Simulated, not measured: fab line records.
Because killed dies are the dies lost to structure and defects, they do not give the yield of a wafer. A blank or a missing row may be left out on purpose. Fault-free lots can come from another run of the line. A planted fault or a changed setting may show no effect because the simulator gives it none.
Which tool is to blame? / flow sfqLine / 15 lots with 45 wafers sampled at 6 steps, on a route of 325 steps

## WHAT THE GAUGES SHOWED, per wafer
Not one reading of a measure or inspect step in the record can be checked against a usual standard deviation.

## WHICH TOOL RAN EACH LOT (tool, then ch and the chambers of the sampled wafers, then the start)
lot=L613; SFQ_TRILAYER_I3_VIA_STRIP_STRIP_089=rieMetal-03 ch 0,1, day 30 00:23; SFQ_TRILAYER_M4_BARC_OPEN_METAL_ETCH_123=rieMetal-01 ch 0,1, day 32 03:56; SFQ_TRILAYER_M4_ETCH_METAL_ETCH_096=rieMetal-01 ch 0,1, day 32 04:00; SFQ_TRILAYER_I4_DEP_PECVD_099=pecvd-03 ch 1,2, day 32 04:54; SFQ_TRILAYER_I4_CMP_CMP_100=cmp-01 ch 0,1,3, day 33 03:17; SFQ_TRILAYER_I4_VIA_LITHO_EXPOSE_104=krfScanner-02 ch 0, day 36 22:29
lot=L615; SFQ_TRILAYER_I3_VIA_STRIP_STRIP_089=rieMetal-04 ch 0,1, day 30 19:35; SFQ_TRILAYER_M4_BARC_OPEN_METAL_ETCH_123=rieMetal-02 ch 0,1, day 33 03:17; SFQ_TRILAYER_M4_ETCH_METAL_ETCH_096=rieMetal-02 ch 0,1, day 33 03:21; SFQ_TRILAYER_I4_DEP_PECVD_099=pecvd-03 ch 0,1,2, day 33 04:15; SFQ_TRILAYER_I4_CMP_CMP_100=cmp-01 ch 0,2, day 34 05:47; SFQ_TRILAYER_I4_VIA_LITHO_EXPOSE_104=krfScanner-02 ch 0, day 37 18:13
lot=L617; SFQ_TRILAYER_I3_VIA_STRIP_STRIP_089=rieMetal-01 ch 0,1, day 31 14:59; SFQ_TRILAYER_M4_BARC_OPEN_METAL_ETCH_123=rieMetal-04 ch 0,1, day 34 04:04; SFQ_TRILAYER_M4_ETCH_METAL_ETCH_096=rieMetal-04 ch 0,1, day 34 04:08; SFQ_TRILAYER_I4_DEP_PECVD_099=pecvd-03 ch 0,1,2, day 34 05:13; SFQ_TRILAYER_I4_CMP_CMP_100=cmp-01 ch 1,2, day 35 03:35; SFQ_TRILAYER_I4_VIA_LITHO_EXPOSE_104=krfScanner-02 ch 0, day 38 08:01
lot=L619; SFQ_TRILAYER_I3_VIA_STRIP_STRIP_089=rieMetal-03 ch 0,1, day 32 13:26; SFQ_TRILAYER_M4_BARC_OPEN_METAL_ETCH_123=rieMetal-02 ch 0,1, day 35 01:40; SFQ_TRILAYER_M4_ETCH_METAL_ETCH_096=rieMetal-02 ch 0,1, day 35 01:44; SFQ_TRILAYER_I4_DEP_PECVD_099=pecvd-02 ch 0,2, day 35 02:36; SFQ_TRILAYER_I4_CMP_CMP_100=cmp-02 ch 0,1,2, day 36 05:28; SFQ_TRILAYER_I4_VIA_LITHO_EXPOSE_104=krfScanner-02 ch 0, day 38 19:12
lot=L620; SFQ_TRILAYER_I3_VIA_STRIP_STRIP_089=rieMetal-04 ch 0,1, day 33 08:59; SFQ_TRILAYER_M4_BARC_OPEN_METAL_ETCH_123=rieMetal-04 ch 0,1, day 35 18:26; SFQ_TRILAYER_M4_ETCH_METAL_ETCH_096=rieMetal-04 ch 0,1, day 35 18:30; SFQ_TRILAYER_I4_DEP_PECVD_099=pecvd-03 ch 0,1,2, day 35 19:24; SFQ_TRILAYER_I4_CMP_CMP_100=cmp-01 ch 0,1, day 36 17:22; SFQ_TRILAYER_I4_VIA_LITHO_EXPOSE_104=krfScanner-02, day 39 03:12
lot=L621; SFQ_TRILAYER_I3_VIA_STRIP_STRIP_089=rieMetal-03 ch 0,1, day 34 00:35; SFQ_TRILAYER_M4_BARC_OPEN_METAL_ETCH_123=rieMetal-02 ch 0,1, day 36 17:14; SFQ_TRILAYER_M4_ETCH_METAL_ETCH_096=rieMetal-02 ch 0,1, day 36 17:18; SFQ_TRILAYER_I4_DEP_PECVD_099=pecvd-04 ch 1,2, day 36 18:12; SFQ_TRILAYER_I4_CMP_CMP_100=cmp-02 ch 1,3, day 37 19:58; SFQ_TRILAYER_I4_VIA_LITHO_EXPOSE_104=krfScanner-02, day 40 01:45
lot=L622; SFQ_TRILAYER_I3_VIA_STRIP_STRIP_089=rieMetal-04 ch 0,1, day 35 13:59; SFQ_TRILAYER_M4_BARC_OPEN_METAL_ETCH_123=rieMetal-04 ch 0,1, day 39 11:13; SFQ_TRILAYER_M4_ETCH_METAL_ETCH_096=rieMetal-04 ch 0,1, day 39 11:18; SFQ_TRILAYER_I4_DEP_PECVD_099=pecvd-03 ch 0,1,2, day 39 12:10; SFQ_TRILAYER_I4_CMP_CMP_100=cmp-01 ch 1,2,3, day 40 01:04; SFQ_TRILAYER_I4_VIA_LITHO_EXPOSE_104=krfScanner-02, day 41 06:45
lot=L623; SFQ_TRILAYER_I3_VIA_STRIP_STRIP_089=rieMetal-04 ch 0,1, day 35 22:11; SFQ_TRILAYER_M4_BARC_OPEN_METAL_ETCH_123=rieMetal-02 ch 0,1, day 39 20:36; SFQ_TRILAYER_M4_ETCH_METAL_ETCH_096=rieMetal-02 ch 0,1, day 39 20:40; SFQ_TRILAYER_I4_DEP_PECVD_099=pecvd-02 ch 0,1,2, day 39 21:34; SFQ_TRILAYER_I4_CMP_CMP_100=cmp-01 ch 0,1, day 40 09:34; SFQ_TRILAYER_I4_VIA_LITHO_EXPOSE_104=krfScanner-02 ch 0, day 41 12:33
lot=L628; SFQ_TRILAYER_I3_VIA_STRIP_STRIP_089=rieMetal-01 ch 0,1, day 38 20:18; SFQ_TRILAYER_M4_BARC_OPEN_METAL_ETCH_123=rieMetal-01 ch 0,1, day 43 20:37; SFQ_TRILAYER_M4_ETCH_METAL_ETCH_096=rieMetal-01 ch 0,1, day 43 20:42; SFQ_TRILAYER_I4_DEP_PECVD_099=pecvd-04 ch 0,1,2, day 43 21:34; SFQ_TRILAYER_I4_CMP_CMP_100=cmp-02 ch 2,3, day 44 05:55; SFQ_TRILAYER_I4_VIA_LITHO_EXPOSE_104=krfScanner-01 ch 0, day 44 11:31
lot=L629; SFQ_TRILAYER_I3_VIA_STRIP_STRIP_089=rieMetal-01 ch 0,1, day 39 04:36; SFQ_TRILAYER_M4_BARC_OPEN_METAL_ETCH_123=rieMetal-02 ch 0,1, day 44 09:55; SFQ_TRILAYER_M4_ETCH_METAL_ETCH_096=rieMetal-02 ch 0,1, day 44 09:59; SFQ_TRILAYER_I4_DEP_PECVD_099=pecvd-03 ch 1,2, day 44 10:53; SFQ_TRILAYER_I4_CMP_CMP_100=cmp-02 ch 1,2,3, day 44 21:55; SFQ_TRILAYER_I4_VIA_LITHO_EXPOSE_104=krfScanner-01 ch 0, day 50 12:39
lot=L630; SFQ_TRILAYER_I3_VIA_STRIP_STRIP_089=rieMetal-03 ch 0,1, day 39 19:33; SFQ_TRILAYER_M4_BARC_OPEN_METAL_ETCH_123=rieMetal-04 ch 1, day 45 02:11; SFQ_TRILAYER_M4_ETCH_METAL_ETCH_096=rieMetal-04 ch 1, day 45 02:19; SFQ_TRILAYER_I4_DEP_PECVD_099=pecvd-04 ch 0,1,2, day 45 03:55; SFQ_TRILAYER_I4_CMP_CMP_100=cmp-01 ch 0,3, day 45 11:23; SFQ_TRILAYER_I4_VIA_LITHO_EXPOSE_104=krfScanner-01 ch 0, day 51 03:15
lot=L631; SFQ_TRILAYER_I3_VIA_STRIP_STRIP_089=rieMetal-03 ch 0,1, day 40 07:45; SFQ_TRILAYER_M4_BARC_OPEN_METAL_ETCH_123=rieMetal-02 ch 0,1, day 45 14:11; SFQ_TRILAYER_M4_ETCH_METAL_ETCH_096=rieMetal-02 ch 0,1, day 45 14:16; SFQ_TRILAYER_I4_DEP_PECVD_099=pecvd-04 ch 0,2, day 45 15:07; SFQ_TRILAYER_I4_CMP_CMP_100=cmp-02 ch 0,2, day 45 15:42; SFQ_TRILAYER_I4_VIA_LITHO_EXPOSE_104=krfScanner-01 ch 0, day 51 07:03
lot=L633; SFQ_TRILAYER_I3_VIA_STRIP_STRIP_089=rieMetal-04 ch 0,1, day 40 21:57; SFQ_TRILAYER_M4_BARC_OPEN_METAL_ETCH_123=rieMetal-01 ch 0,1, day 46 12:07; SFQ_TRILAYER_M4_ETCH_METAL_ETCH_096=rieMetal-01 ch 0,1, day 46 12:10; SFQ_TRILAYER_I4_DEP_PECVD_099=pecvd-02 ch 0,1,2, day 46 13:04; SFQ_TRILAYER_I4_CMP_CMP_100=cmp-01 ch 2,3, day 47 00:36; SFQ_TRILAYER_I4_VIA_LITHO_EXPOSE_104=krfScanner-01 ch 0, day 52 13:01
lot=L634; SFQ_TRILAYER_I3_VIA_STRIP_STRIP_089=rieMetal-04 ch 0,1, day 41 00:21; SFQ_TRILAYER_M4_BARC_OPEN_METAL_ETCH_123=rieMetal-02 ch 0,1, day 46 15:43; SFQ_TRILAYER_M4_ETCH_METAL_ETCH_096=rieMetal-02 ch 0,1, day 46 15:46; SFQ_TRILAYER_I4_DEP_PECVD_099=pecvd-02 ch 0,1,2, day 46 16:41; SFQ_TRILAYER_I4_CMP_CMP_100=cmp-02 ch 1,2, day 47 07:33; SFQ_TRILAYER_I4_VIA_LITHO_EXPOSE_104=krfScanner-01 ch 0, day 52 22:49
lot=L635; SFQ_TRILAYER_I3_VIA_STRIP_STRIP_089=rieMetal-01 ch 0,1, day 41 06:21; SFQ_TRILAYER_M4_BARC_OPEN_METAL_ETCH_123=rieMetal-01 ch 0,1, day 47 00:52; SFQ_TRILAYER_M4_ETCH_METAL_ETCH_096=rieMetal-01 ch 0,1, day 47 00:55; SFQ_TRILAYER_I4_DEP_PECVD_099=pecvd-04 ch 0,2, day 47 01:49; SFQ_TRILAYER_I4_CMP_CMP_100=cmp-02 ch 0,1,3, day 47 20:03; SFQ_TRILAYER_I4_VIA_LITHO_EXPOSE_104=krfScanner-02 ch 0, day 53 13:21
- SFQ_TRILAYER_I3_VIA_STRIP_STRIP_089: strips in O2.
- SFQ_TRILAYER_M4_BARC_OPEN_METAL_ETCH_123: etches BARC in O2, target depth 125 nm, time 41.7 s.
- SFQ_TRILAYER_M4_ETCH_METAL_ETCH_096: etches Nb in Cl2/Ar, stops on SiO2, target depth 240 nm, time 120 s.
- SFQ_TRILAYER_I4_DEP_PECVD_099: deposits SiO2 from SiH4/N2O, time 111.11 s, target thk 500 nm.
- SFQ_TRILAYER_I4_CMP_CMP_100: polishes SiO2.
- SFQ_TRILAYER_I4_VIA_LITHO_EXPOSE_104: exposes mask I4, target cd 700 nm.

## AS READ BY THE TOOLS THEMSELVES (means over the sampled wafers that have a number; for cases with no such wafer, the mark the record gives instead)
SFQ_TRILAYER_I3_VIA_STRIP_STRIP_089. Usual: drypumpMotorCurrentA 5.67 A, standard deviation 0.29; oesProductAu 1.003 a.u., standard deviation 0.007.
lot=L613; tool=rieMetal-03; drypumpMotorCurrentA (A)=5.43; oesProductAu (a.u.)=1.003; flag=
lot=L615; tool=rieMetal-04; drypumpMotorCurrentA (A)=5.97; oesProductAu (a.u.)=0.998; flag=
lot=L617; tool=rieMetal-01; drypumpMotorCurrentA (A)=5.76; oesProductAu (a.u.)=1.004; flag=
lot=L619; tool=rieMetal-03; drypumpMotorCurrentA (A)=5.36; oesProductAu (a.u.)=1.000; flag=
lot=L620; tool=rieMetal-04; drypumpMotorCurrentA (A)=5.98; oesProductAu (a.u.)=0.999; flag=
lot=L621; tool=rieMetal-03; drypumpMotorCurrentA (A)=5.35; oesProductAu (a.u.)=1.013; flag=
lot=L622; tool=rieMetal-04; drypumpMotorCurrentA (A)=5.98; oesProductAu (a.u.)=1.007; flag=
lot=L623; tool=rieMetal-04; drypumpMotorCurrentA (A)=5.81; oesProductAu (a.u.)=1.005; flag=
lot=L628; tool=rieMetal-01; drypumpMotorCurrentA (A)=5.62; oesProductAu (a.u.)=1.012; flag=
lot=L629; tool=rieMetal-01; drypumpMotorCurrentA (A)=5.78; oesProductAu (a.u.)=0.994; flag=
lot=L630; tool=rieMetal-03; drypumpMotorCurrentA (A)=5.44; oesProductAu (a.u.)=1.000; flag=
lot=L631; tool=rieMetal-03; drypumpMotorCurrentA (A)=5.33; oesProductAu (a.u.)=1.001; flag=
lot=L633; tool=rieMetal-04; drypumpMotorCurrentA (A)=5.97; oesProductAu (a.u.)=1.002; flag=
lot=L634; tool=rieMetal-04; drypumpMotorCurrentA (A)=5.79; oesProductAu (a.u.)=1.010; flag=
lot=L635; tool=rieMetal-01; drypumpMotorCurrentA (A)=5.62; oesProductAu (a.u.)=1.006; flag=

SFQ_TRILAYER_M4_BARC_OPEN_METAL_ETCH_123. Usual: biasW 80.03 W, standard deviation 0.24; chamberPressureMTorr 10.000 mTorr, standard deviation 0.0087; drypumpMotorCurrentA 5.5 A, standard deviation 0.48; oesProductAu 0.685 a.u., standard deviation 0.005.
lot=L613; tool=rieMetal-01; biasW (W)=79.97; chamberPressureMTorr (mTorr)=10.007; drypumpMotorCurrentA (A)=5.8; oesProductAu (a.u.)=0.688; flag=
lot=L615; tool=rieMetal-02; biasW (W)=79.84; chamberPressureMTorr (mTorr)=10.003; drypumpMotorCurrentA (A)=4.9; oesProductAu (a.u.)=0.688; flag=
lot=L617; tool=rieMetal-04; biasW (W)=79.67; chamberPressureMTorr (mTorr)=10.006; drypumpMotorCurrentA (A)=6.0; oesProductAu (a.u.)=0.688; flag=
lot=L619; tool=rieMetal-02; biasW (W)=79.99; chamberPressureMTorr (mTorr)=10.000; drypumpMotorCurrentA (A)=5.2; oesProductAu (a.u.)=0.690; flag=
lot=L620; tool=rieMetal-04; biasW (W)=-; chamberPressureMTorr (mTorr)=-; drypumpMotorCurrentA (A)=-; oesProductAu (a.u.)=-; flag=OFF
lot=L621; tool=rieMetal-02; biasW (W)=-; chamberPressureMTorr (mTorr)=-; drypumpMotorCurrentA (A)=-; oesProductAu (a.u.)=-; flag=OFF
lot=L622; tool=rieMetal-04; biasW (W)=-; chamberPressureMTorr (mTorr)=-; drypumpMotorCurrentA (A)=-; oesProductAu (a.u.)=-; flag=OFF
lot=L623; tool=rieMetal-02; biasW (W)=79.94; chamberPressureMTorr (mTorr)=9.994; drypumpMotorCurrentA (A)=4.9; oesProductAu (a.u.)=0.688; flag=
lot=L628; tool=rieMetal-01; biasW (W)=80.12; chamberPressureMTorr (mTorr)=10.003; drypumpMotorCurrentA (A)=5.8; oesProductAu (a.u.)=0.685; flag=
lot=L629; tool=rieMetal-02; biasW (W)=80.11; chamberPressureMTorr (mTorr)=9.993; drypumpMotorCurrentA (A)=5.2; oesProductAu (a.u.)=0.684; flag=
lot=L630; tool=rieMetal-04; biasW (W)=79.95; chamberPressureMTorr (mTorr)=9.992; drypumpMotorCurrentA (A)=5.6; oesProductAu (a.u.)=0.679; flag=
lot=L631; tool=rieMetal-02; biasW (W)=80.28; chamberPressureMTorr (mTorr)=10.004; drypumpMotorCurrentA (A)=4.9; oesProductAu (a.u.)=0.683; flag=
lot=L633; tool=rieMetal-01; biasW (W)=80.08; chamberPressureMTorr (mTorr)=9.998; drypumpMotorCurrentA (A)=5.6; oesProductAu (a.u.)=0.681; flag=
lot=L634; tool=rieMetal-02; biasW (W)=80.22; chamberPressureMTorr (mTorr)=9.994; drypumpMotorCurrentA (A)=5.2; oesProductAu (a.u.)=0.685; flag=
lot=L635; tool=rieMetal-01; biasW (W)=80.05; chamberPressureMTorr (mTorr)=9.998; drypumpMotorCurrentA (A)=5.6; oesProductAu (a.u.)=0.684; flag=

SFQ_TRILAYER_M4_ETCH_METAL_ETCH_096. Usual: biasW 79.97 W, standard deviation 0.23; chamberPressureMTorr 10.001 mTorr, standard deviation 0.0089; drypumpMotorCurrentA 5.5 A, standard deviation 0.48; oesProductAu 0.894 a.u., standard deviation 0.006.
lot=L613; tool=rieMetal-01; biasW (W)=79.77; chamberPressureMTorr (mTorr)=9.999; drypumpMotorCurrentA (A)=5.8; oesProductAu (a.u.)=0.897; flag=
lot=L615; tool=rieMetal-02; biasW (W)=79.97; chamberPressureMTorr (mTorr)=10.004; drypumpMotorCurrentA (A)=4.9; oesProductAu (a.u.)=0.889; flag=
lot=L617; tool=rieMetal-04; biasW (W)=80.05; chamberPressureMTorr (mTorr)=10.000; drypumpMotorCurrentA (A)=6.0; oesProductAu (a.u.)=0.890; flag=
lot=L619; tool=rieMetal-02; biasW (W)=80.07; chamberPressureMTorr (mTorr)=10.006; drypumpMotorCurrentA (A)=5.2; oesProductAu (a.u.)=0.899; flag=
lot=L620; tool=rieMetal-04; biasW (W)=79.94; chamberPressureMTorr (mTorr)=10.000; drypumpMotorCurrentA (A)=6.0; oesProductAu (a.u.)=0.376; flag=OFF
lot=L621; tool=rieMetal-02; biasW (W)=79.88; chamberPressureMTorr (mTorr)=10.000; drypumpMotorCurrentA (A)=4.9; oesProductAu (a.u.)=0.377; flag=OFF
lot=L622; tool=rieMetal-04; biasW (W)=79.90; chamberPressureMTorr (mTorr)=10.001; drypumpMotorCurrentA (A)=5.8; oesProductAu (a.u.)=0.371; flag=OFF
lot=L623; tool=rieMetal-02; biasW (W)=79.93; chamberPressureMTorr (mTorr)=9.999; drypumpMotorCurrentA (A)=4.9; oesProductAu (a.u.)=0.896; flag=
lot=L628; tool=rieMetal-01; biasW (W)=79.89; chamberPressureMTorr (mTorr)=10.004; drypumpMotorCurrentA (A)=5.8; oesProductAu (a.u.)=0.902; flag=
lot=L629; tool=rieMetal-02; biasW (W)=80.01; chamberPressureMTorr (mTorr)=10.000; drypumpMotorCurrentA (A)=5.2; oesProductAu (a.u.)=0.893; flag=
lot=L630; tool=rieMetal-04; biasW (W)=80.17; chamberPressureMTorr (mTorr)=10.012; drypumpMotorCurrentA (A)=5.7; oesProductAu (a.u.)=0.899; flag=
lot=L631; tool=rieMetal-02; biasW (W)=79.98; chamberPressureMTorr (mTorr)=9.995; drypumpMotorCurrentA (A)=4.9; oesProductAu (a.u.)=0.897; flag=
lot=L633; tool=rieMetal-01; biasW (W)=80.04; chamberPressureMTorr (mTorr)=9.997; drypumpMotorCurrentA (A)=5.6; oesProductAu (a.u.)=0.896; flag=
lot=L634; tool=rieMetal-02; biasW (W)=79.76; chamberPressureMTorr (mTorr)=9.999; drypumpMotorCurrentA (A)=5.2; oesProductAu (a.u.)=0.890; flag=
lot=L635; tool=rieMetal-01; biasW (W)=79.74; chamberPressureMTorr (mTorr)=10.009; drypumpMotorCurrentA (A)=5.6; oesProductAu (a.u.)=0.889; flag=

SFQ_TRILAYER_I4_DEP_PECVD_099. Usual: heaterPowerW 97 W, standard deviation 22; throttleValvePct 25.7 %, standard deviation 1.8.
lot=L613; tool=pecvd-03; heaterPowerW (W)=73; throttleValvePct (%)=27.2; flag=
lot=L615; tool=pecvd-03; heaterPowerW (W)=91; throttleValvePct (%)=27.3; flag=
lot=L617; tool=pecvd-03; heaterPowerW (W)=94; throttleValvePct (%)=27.3; flag=
lot=L619; tool=pecvd-02; heaterPowerW (W)=99; throttleValvePct (%)=25.9; flag=
lot=L620; tool=pecvd-03; heaterPowerW (W)=99; throttleValvePct (%)=27.3; flag=
lot=L621; tool=pecvd-04; heaterPowerW (W)=97; throttleValvePct (%)=24.2; flag=
lot=L622; tool=pecvd-03; heaterPowerW (W)=96; throttleValvePct (%)=27.3; flag=
lot=L623; tool=pecvd-02; heaterPowerW (W)=112; throttleValvePct (%)=26.6; flag=
lot=L628; tool=pecvd-04; heaterPowerW (W)=88; throttleValvePct (%)=24.1; flag=
lot=L629; tool=pecvd-03; heaterPowerW (W)=75; throttleValvePct (%)=24.5; flag=
lot=L630; tool=pecvd-04; heaterPowerW (W)=78; throttleValvePct (%)=24.2; flag=
lot=L631; tool=pecvd-04; heaterPowerW (W)=74; throttleValvePct (%)=23.8; flag=
lot=L633; tool=pecvd-02; heaterPowerW (W)=113; throttleValvePct (%)=26.7; flag=
lot=L634; tool=pecvd-02; heaterPowerW (W)=108; throttleValvePct (%)=26.5; flag=
lot=L635; tool=pecvd-04; heaterPowerW (W)=78; throttleValvePct (%)=23.3; flag=

SFQ_TRILAYER_I4_CMP_CMP_100. Usual: motorCurrentA 10.3 A, standard deviation 1.1; retainingRingPressureFrac 1.000, standard deviation 0.0054; timeToEndpointS 216 s, standard deviation 6.7.
lot=L613; tool=cmp-01; motorCurrentA (A)=10.6; retainingRingPressureFrac=0.993; timeToEndpointS (s)=218; flag=
lot=L615; tool=cmp-01; motorCurrentA (A)=9.7; retainingRingPressureFrac=0.994; timeToEndpointS (s)=212; flag=
lot=L617; tool=cmp-01; motorCurrentA (A)=9.3; retainingRingPressureFrac=0.999; timeToEndpointS (s)=210; flag=
lot=L619; tool=cmp-02; motorCurrentA (A)=11.1; retainingRingPressureFrac=1.001; timeToEndpointS (s)=224; flag=
lot=L620; tool=cmp-01; motorCurrentA (A)=10.4; retainingRingPressureFrac=1.006; timeToEndpointS (s)=205; flag=
lot=L621; tool=cmp-02; motorCurrentA (A)=10.4; retainingRingPressureFrac=0.998; timeToEndpointS (s)=215; flag=
lot=L622; tool=cmp-01; motorCurrentA (A)=9.3; retainingRingPressureFrac=1.000; timeToEndpointS (s)=216; flag=
lot=L623; tool=cmp-01; motorCurrentA (A)=10.0; retainingRingPressureFrac=0.997; timeToEndpointS (s)=217; flag=
lot=L628; tool=cmp-02; motorCurrentA (A)=10.7; retainingRingPressureFrac=0.998; timeToEndpointS (s)=214; flag=
lot=L629; tool=cmp-02; motorCurrentA (A)=11.4; retainingRingPressureFrac=1.005; timeToEndpointS (s)=219; flag=
lot=L630; tool=cmp-01; motorCurrentA (A)=10.5; retainingRingPressureFrac=1.000; timeToEndpointS (s)=215; flag=
lot=L631; tool=cmp-02; motorCurrentA (A)=10.5; retainingRingPressureFrac=0.997; timeToEndpointS (s)=214; flag=
lot=L633; tool=cmp-01; motorCurrentA (A)=9.1; retainingRingPressureFrac=1.000; timeToEndpointS (s)=211; flag=
lot=L634; tool=cmp-02; motorCurrentA (A)=11.2; retainingRingPressureFrac=1.008; timeToEndpointS (s)=216; flag=
lot=L635; tool=cmp-02; motorCurrentA (A)=10.7; retainingRingPressureFrac=0.999; timeToEndpointS (s)=218; flag=

SFQ_TRILAYER_I4_VIA_LITHO_EXPOSE_104. Usual: exposureDoseMJCm2 21.302, standard deviation 0.023; focusOffsetNm -0.1 nm, standard deviation 0.57.
lot=L613; tool=krfScanner-02; exposureDoseMJCm2=21.313; focusOffsetNm (nm)=0.0; flag=
lot=L615; tool=krfScanner-02; exposureDoseMJCm2=21.283; focusOffsetNm (nm)=-0.1; flag=
lot=L617; tool=krfScanner-02; exposureDoseMJCm2=21.282; focusOffsetNm (nm)=0.0; flag=
lot=L619; tool=krfScanner-02; exposureDoseMJCm2=21.312; focusOffsetNm (nm)=-0.5; flag=
lot=L620; tool=krfScanner-02; exposureDoseMJCm2=-; focusOffsetNm (nm)=-; flag=OFF
lot=L621; tool=krfScanner-02; exposureDoseMJCm2=-; focusOffsetNm (nm)=-; flag=OFF
lot=L622; tool=krfScanner-02; exposureDoseMJCm2=-; focusOffsetNm (nm)=-; flag=OFF
lot=L623; tool=krfScanner-02; exposureDoseMJCm2=21.313; focusOffsetNm (nm)=0.2; flag=
lot=L628; tool=krfScanner-01; exposureDoseMJCm2=21.264; focusOffsetNm (nm)=-0.6; flag=
lot=L629; tool=krfScanner-01; exposureDoseMJCm2=21.313; focusOffsetNm (nm)=-0.2; flag=
lot=L630; tool=krfScanner-01; exposureDoseMJCm2=21.316; focusOffsetNm (nm)=0.6; flag=
lot=L631; tool=krfScanner-01; exposureDoseMJCm2=21.295; focusOffsetNm (nm)=-0.4; flag=
lot=L633; tool=krfScanner-01; exposureDoseMJCm2=21.282; focusOffsetNm (nm)=0.8; flag=
lot=L634; tool=krfScanner-01; exposureDoseMJCm2=21.315; focusOffsetNm (nm)=0.2; flag=
lot=L635; tool=krfScanner-02; exposureDoseMJCm2=21.302; focusOffsetNm (nm)=-0.5; flag=

## THE ANSWER, worked out from the rows above alone
Rule: a lot is off if the mean of its wafers that have a number lies more than 3 standard deviations from the usual mean. A lot without any number at a reading at which 4 lots or more have one is off too. Where the step has rows for the other lots, those lots are counted as sound. Order of review: gauges by route order, followed by the tools' own readings, for which a lot's mean as printed above is used. At the first step where some lot is off, the reading lying furthest off is the one used; lots without a number count as furthest.
Off: L620, L621, L622, at SFQ_TRILAYER_M4_BARC_OPEN_METAL_ETCH_123 (biasW). Without a number there: L620, L621, L622.
A tool fits if, at that step or a process step before it, it ran every lot that is off, and no sound lot after the first of them. No candidate that was tried fits.

## WHAT WAS PUT IN BY THE SIMULATOR
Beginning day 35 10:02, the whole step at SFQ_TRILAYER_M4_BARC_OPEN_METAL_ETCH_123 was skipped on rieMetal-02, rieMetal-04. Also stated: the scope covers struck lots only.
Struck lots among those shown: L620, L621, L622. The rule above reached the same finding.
